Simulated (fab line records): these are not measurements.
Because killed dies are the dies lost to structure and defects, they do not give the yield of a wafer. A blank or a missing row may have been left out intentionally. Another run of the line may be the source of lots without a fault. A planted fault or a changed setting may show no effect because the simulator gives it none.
fab line records -- flow sky130 -- part 2 of 2: steps 32 to 44 of 44
record lots=5, wafers=15, lastDay=49
route steps=708 shown PWDE@50 NWELL@56 VT_ADJUST_HVTP@85
lots untouched by any fault: they come from a run of this same line in which no faults occurred
startH: the number of hours between the record's first day and the start of the first shown wafer of the lot -- waitH: hours elapsed since this lot's preceding step -- " the same as in the row above -- L1.1+2: a row that stands for several wafers -- - value missing, or start not given -- * or withheld: withheld -- < > ~ a bound
route shown NAME@n: names a module that has steps shown in the file, with the first one's number in the route -- usual: the fault-free wafers' mean and standard deviation -- same: alike in all rows -- chamber/n: place in a boat -- sites: each site's reading -- _std_site: standard deviation of those values -- _edge_site: outer sites' mean less inner sites' -- radiusMm: for every site, how far away it sits from the centre of the wafer -- mask NAME#n: copy n -- behind: tool/chamber where the wafer was last shaped -- hold: cause of the lot's hold/its duration in hours/its outcome -- device: the n, p or np transistor that did not switch -- end of line: tests run on the same wafers once the route is complete -- step lacking rows: just its recipe -- killed: dies lost to structure and defects at the first sort, not the wafer's yield -- map: a wafer's dies, marking killed ones x, the rest . and places with no die _
set.NAME: the setting as run; set.NAME@STEP: as run at that earlier step -- model.NAME: the simulator's own value behind a step, which no gauge read
lots seen at some steps along the route; tables by step, rows by wafer
services: the hour from which a tool's chamber was out of use, counted from the record's first day as startH (under 0 if before that day), plus the number of hours and why
## steps
# step SKY_NWELL_RTA_28
# recipe tempC=1050, timeS=30, idleTempC=650, rampUpCPerS=150, rampDownCPerS=90, ambient=N2
# usual annealTempCMax=1057.8/1.9, lampPowerPct=25.31/0.051, rampDownCPerS=90.000/0.016, wafer_temp_C_max=1054.7/0.93
lot.wafer,tool,chamber,startH,waitH,annealTempCMax,lampPowerPct,rampDownCPerS,wafer_temp_C_max
L074.4,rtpAnneal-02,0,99.94,0.1,1056.0,25.38,90.014,1053.2
L074.5,rtpAnneal-02,0,99.94,0.1,1060.0,25.28,89.999,1056.1
L074.6,rtpAnneal-02,0,99.94,0.1,1059.6,25.23,90.042,1054.2
L081.2,rtpAnneal-02,0,147.70,0.0,1061.1,25.27,90.030,1054.6
L081.3,rtpAnneal-02,0,147.70,0.0,1058.0,25.29,90.007,1055.2
L081.6,rtpAnneal-02,0,147.70,0.0,1058.2,25.32,90.032,1054.8
L085.2,rtpAnneal-02,0,175.94,0.0,1059.5,25.22,89.995,1054.7
L085.3,rtpAnneal-02,0,175.94,0.0,1058.1,25.24,89.980,1053.5
L085.6,rtpAnneal-02,0,175.94,0.0,1058.3,25.36,89.971,1055.4
L091.1,rtpAnneal-02,0,204.29,0.0,1057.4,25.33,90.021,1053.6
L091.2,rtpAnneal-02,0,204.29,0.0,1061.1,25.26,90.009,1055.4
L091.4,rtpAnneal-02,0,204.29,0.0,1058.3,25.37,90.025,1054.3
L092.2,rtpAnneal-02,0,225.47,0.0,1058.6,25.38,89.981,1055.0
L092.3,rtpAnneal-02,0,225.47,0.0,1059.2,25.23,89.981,1055.0
L092.4,rtpAnneal-02,0,225.47,0.0,1061.0,25.23,89.997,1054.6
# step SKY_NWELL_RS_MEAS_29
# recipe thkMeasGauge=four-point-probe
# usual NWELL_RS=624.4/1.7
lot.wafer,tool,chamber,startH,waitH,NWELL_RS[ohm/sq]
L074.4,filmMetro-02,-,100.05,0.1,623.1
L074.5,filmMetro-02,-,100.05,0.1,624.2
L074.6,filmMetro-02,-,100.05,0.1,624.1
L081.2,filmMetro-01,-,147.80,0.1,626.5
L081.3,filmMetro-01,-,147.80,0.1,625.1
L081.6,filmMetro-01,-,147.80,0.1,627.6
L085.2,filmMetro-01,-,176.05,0.1,625.2
L085.3,filmMetro-01,-,176.05,0.1,626.4
L085.6,filmMetro-01,-,176.05,0.1,624.5
L091.1,filmMetro-01,-,204.39,0.1,626.3
L091.2,filmMetro-01,-,204.39,0.1,627.0
L091.4,filmMetro-01,-,204.39,0.1,624.9
L092.2,filmMetro-02,-,225.57,0.1,625.5
L092.3,filmMetro-02,-,225.57,0.1,624.7
L092.4,filmMetro-02,-,225.57,0.1,623.4
# step SKY_NWELL_RS_MEAS_31
# recipe thkMeasGauge=four-point-probe
# usual PWDE_RS=5273/15
lot.wafer,tool,chamber,startH,waitH,PWDE_RS[ohm/sq]
L074.4,filmMetro-02,-,100.29,0.1,5245
L074.5,filmMetro-02,-,100.29,0.1,5270
L074.6,filmMetro-02,-,100.29,0.1,5277
L081.2,filmMetro-01,-,148.04,0.1,5278
L081.3,filmMetro-01,-,148.04,0.1,5268
L081.6,filmMetro-01,-,148.04,0.1,5263
L085.2,filmMetro-01,-,176.29,0.1,5295
L085.3,filmMetro-01,-,176.29,0.1,5294
L085.6,filmMetro-01,-,176.29,0.1,5281
L091.1,filmMetro-01,-,204.63,0.1,5276
L091.2,filmMetro-01,-,204.63,0.1,5283
L091.4,filmMetro-01,-,204.63,0.1,5264
L092.2,filmMetro-02,-,225.81,0.1,5268
L092.3,filmMetro-02,-,225.81,0.1,5271
L092.4,filmMetro-02,-,225.81,0.1,5258
# step SKY_VT_ADJUST_HVTP_DEHYDRATE_00
# recipe tempC=200, timeS=60
lot.wafer,tool,chamber,startH,waitH
L074.4+5+6,lithoTrack-04,0,108.78,8.5
L081.2+3+6,lithoTrack-01,0,157.18,9.1
L085.2+3+6,lithoTrack-04,0,185.98,9.7
L091.1+2+4,lithoTrack-04,0,214.81,10.2
L092.2+3+4,lithoTrack-04,0,236.03,10.2
# step SKY_VT_ADJUST_HVTP_HMDS_01
# recipe primeTimeS=60, primeTempC=120
lot.wafer,tool,chamber,startH,waitH
L074.4+5+6,lithoTrack-04,0,108.93,0.1
L081.2+3+6,lithoTrack-01,0,157.33,0.1
L085.2+3+6,lithoTrack-04,0,186.13,0.1
L091.1+2+4,lithoTrack-04,0,214.96,0.1
L092.2+3+4,lithoTrack-04,0,236.18,0.1
# step SKY_VT_ADJUST_HVTP_COAT_02
# recipe resist=NOVOLAK, spinRpm=3000, resistThkNm=1140
lot.wafer,tool,chamber,startH,waitH
L074.4+5+6,lithoTrack-04,0,109.08,0.1
L081.2+3+6,lithoTrack-01,0,157.48,0.1
L085.2+3+6,lithoTrack-04,0,186.28,0.1
L091.1+2+4,lithoTrack-04,0,215.11,0.1
L092.2+3+4,lithoTrack-04,0,236.33,0.1
# step SKY_VT_ADJUST_HVTP_SOFTBAKE_03
# recipe tempC=90, timeS=60, resist=NOVOLAK
lot.wafer,tool,chamber,startH,waitH
L074.4+5+6,lithoTrack-04,0,109.23,0.1
L081.2+3+6,lithoTrack-01,0,157.63,0.1
L085.2+3+6,lithoTrack-04,0,186.43,0.1
L091.1+2+4,lithoTrack-04,0,215.26,0.1
L092.2+3+4,lithoTrack-04,0,236.48,0.1
# step SKY_VT_ADJUST_HVTP_EXPOSE_04
# recipe maskId=HVTPM, na=0.6, sourceShape=conventional, sigmaOuter=0.6, polarization=unpolarized, targetCdNm=380, doseMj=140
lot.wafer,tool,chamber,startH,waitH,mask
L074.4+5+6,ilineStepper-01,0,-,-,HVTPM#0
L081.2+3+6,ilineStepper-02,0,-,-,HVTPM#0
L085.2+3+6,ilineStepper-01,0,-,-,HVTPM#0
L091.1+2+4,ilineStepper-01,0,-,-,HVTPM#0
L092.2+3+4,ilineStepper-02,0,-,-,HVTPM#0
# step SKY_VT_ADJUST_HVTP_PEB_05
# recipe tempC=withheld, timeS=*, resist=NOVOLAK
lot.wafer,tool,chamber,startH,waitH
L074.4+5+6,lithoTrack-01,0,-,-
L081.2+3+6,lithoTrack-01,0,-,-
L085.2+3+6,lithoTrack-04,0,-,-
L091.1+2+4,lithoTrack-02,0,-,-
L092.2+3+4,lithoTrack-02,0,-,-
# step SKY_VT_ADJUST_HVTP_DEVELOP_06
# recipe resist=NOVOLAK, developer=TMAH, developTimeS=60, devTempC=23
# same developTimeS=60
lot.wafer,tool,chamber,startH,waitH
L074.4+5+6,lithoTrack-01,0,118.33,0.1
L081.2+3+6,lithoTrack-01,0,167.43,0.1
L085.2+3+6,lithoTrack-04,0,196.68,0.1
L091.1+2+4,lithoTrack-02,0,226.59,0.1
L092.2+3+4,lithoTrack-02,0,248.46,0.1
# step SKY_VT_ADJUST_HVTP_CD_MEAS_07
# recipe targetCdNm=380
# usual cdNm=379.0/2.4
lot.wafer,tool,chamber,startH,waitH,cdNm
L074.4,cdSem-02,-,118.47,0.1,375.1
L074.5,cdSem-02,-,118.47,0.1,372.1
L074.6,cdSem-02,-,118.47,0.1,374.5
L081.2,cdSem-02,-,167.58,0.1,377.8
L081.3,cdSem-02,-,167.58,0.1,380.3
L081.6,cdSem-02,-,167.58,0.1,379.8
L085.2,cdSem-01,-,196.83,0.1,381.4
L085.3,cdSem-01,-,196.83,0.1,382.0
L085.6,cdSem-01,-,196.83,0.1,378.3
L091.1,cdSem-02,-,226.74,0.1,380.7
L091.2,cdSem-02,-,226.74,0.1,380.5
L091.4,cdSem-02,-,226.74,0.1,381.5
L092.2,cdSem-02,-,248.61,0.1,378.1
L092.3,cdSem-02,-,248.61,0.1,378.6
L092.4,cdSem-02,-,248.61,0.1,378.4
# step SKY_VT_ADJUST_HVTP_OVL_MEAS_08
# usual VT_ADJUST_HVTP_OVL=-0.7/1.4
lot.wafer,tool,chamber,startH,waitH,VT_ADJUST_HVTP_OVL[nm]
L074.4,overlay-01,-,118.54,0.1,-1.8
L074.5,overlay-01,-,118.54,0.1,-0.3
L074.6,overlay-01,-,118.54,0.1,-3.1
L081.2,overlay-02,-,167.68,0.1,-0.9
L081.3,overlay-02,-,167.68,0.1,-1.2
L081.6,overlay-02,-,167.68,0.1,0.6
L085.2,overlay-02,-,196.93,0.1,-0.3
L085.3,overlay-02,-,196.93,0.1,1.5
L085.6,overlay-02,-,196.93,0.1,1.3
L091.1,overlay-02,-,226.86,0.1,-0.1
L091.2,overlay-02,-,226.86,0.1,-1.0
L091.4,overlay-02,-,226.86,0.1,-0.3
L092.2,overlay-02,-,248.72,0.1,-2.2
L092.3,overlay-02,-,248.72,0.1,-1.7
L092.4,overlay-02,-,248.72,0.1,0.1
# step SKY_VT_ADJUST_HVTP_IMPLANT_09
# recipe species=As, energyKev=150, doseCm2=4.3e+12, tiltDeg=withheld
# usual beamEnergyKeV=149.99/0.046, faradayCurrentUA=24.2/0.49
lot.wafer,tool,chamber,startH,waitH,beamEnergyKeV,faradayCurrentUA
L074.4,implanter-02,0,118.64,0.1,150.01,24.9
L074.5,implanter-02,0,118.64,0.1,149.98,23.8
L074.6,implanter-02,0,118.64,0.1,150.00,25.1
L081.2,implanter-02,0,167.74,0.0,150.02,24.8
L081.3,implanter-02,0,167.74,0.0,150.00,25.3
L081.6,implanter-02,0,167.74,0.0,149.98,24.8
L085.2,implanter-02,0,196.99,0.0,150.00,24.7
L085.3,implanter-02,0,196.99,0.0,149.99,24.7
L085.6,implanter-02,0,196.99,0.0,150.06,24.5
L091.1,implanter-02,0,226.90,0.0,149.93,23.9
L091.2,implanter-02,0,226.90,0.0,150.00,24.6
L091.4,implanter-02,0,226.90,0.0,149.94,24.2
L092.2,implanter-01,0,248.77,0.0,149.97,24.3
L092.3,implanter-01,0,248.77,0.0,149.98,24.0
L092.4,implanter-01,0,248.77,0.0,149.96,24.2
## services
tool,chamber,startH,hours,kind
implanter-03,-,58.55,2.0,repair
wetBench-01,-,61.40,2.4,repair
ilineStepper-02,-,62.87,1.7,pm
plasmaAsher-02,-,64.14,14.6,pm
plasmaAsher-03,-,73.07,3.5,repair
plasmaAsher-01,-,85.26,33.3,repair
plasmaAsher-03,-,89.89,2.8,pm
implanter-04,-,102.54,1.8,repair
plasmaAsher-03,-,108.75,9.0,pm
ilineStepper-01,-,138.36,4.0,repair
plasmaAsher-03,-,155.63,0.4,repair
implanter-02,-,163.52,1.1,repair
implanter-04,-,176.49,2.9,repair
implanter-03,-,180.31,0.7,repair
plasmaAsher-04,-,186.13,0.6,repair
plasmaAsher-03,-,187.49,3.5,repair
plasmaAsher-03,-,189.19,2.4,repair
plasmaAsher-04,-,192.27,1.3,repair
plasmaAsher-04,-,197.83,4.3,repair
implanter-01,-,202.17,4.3,pm
implanter-01,-,209.83,18.8,pm
implanter-02,-,232.19,2.0,repair
implanter-03,-,239.13,3.8,pm
implanter-01,-,239.27,3.7,repair
